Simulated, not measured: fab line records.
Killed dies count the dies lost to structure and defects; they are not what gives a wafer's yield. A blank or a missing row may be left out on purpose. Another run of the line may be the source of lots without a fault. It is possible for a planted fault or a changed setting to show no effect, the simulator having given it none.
Matching of chambers    flow gf180mcu    pecvd-01 running GF_V2_CVD_02: 3 sister chambers
The step deposits SiO2 from TEOS, target thk 850 nm, time 94.851 s. 3 wafers are shown with their chamber, then 8 later ones without.

== WAFERS PAIRED WITH THEIR CHAMBERS ==
wafer   chamber  heater power w (W)
L086.1  1        497
L086.4  2        651
L088.1  0        840

== WAFERS MISSING THEIR CHAMBER ==
wafer   heater power w (W)
L088.2  559
L088.5  447
L093.1  544
L093.2  761
L093.4  574
L097.2  737
L097.5  582
L097.6  784

== CHAMBER TAKEN BY EACH ==
wafer   from the rows above      in truth
L088.2  can't be placed: 1 or 2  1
L088.5  1                        1
L093.1  can't be placed: 1 or 2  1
L093.2  can't be placed: 0 or 2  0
L093.4  can't be placed: 1 or 2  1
L097.2  can't be placed: 2 or 0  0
L097.5  can't be placed: 2 or 1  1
L097.6  can't be placed: 0 or 2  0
Placed correctly: 1 of 8. From these rows, 7 cannot be placed; in 7 the true chamber is one of the candidates. Number placed wrongly: 0.
How it was worked out, from the rows above alone: a wafer's distance from a chamber is the root of the sum, over the readings, of the square of ((its reading less the chamber's mean) divided by the reading's scatter). If the next closest chamber is less than 2 further off than the closest, the wafer can't be placed; otherwise it belongs to the closest. For every chamber, the mean is computed from those of its wafers that are shown. The scatter (one wafer shown for each chamber): square how far every hidden wafer sits from the nearest shown wafer, average those squares and take the square root.
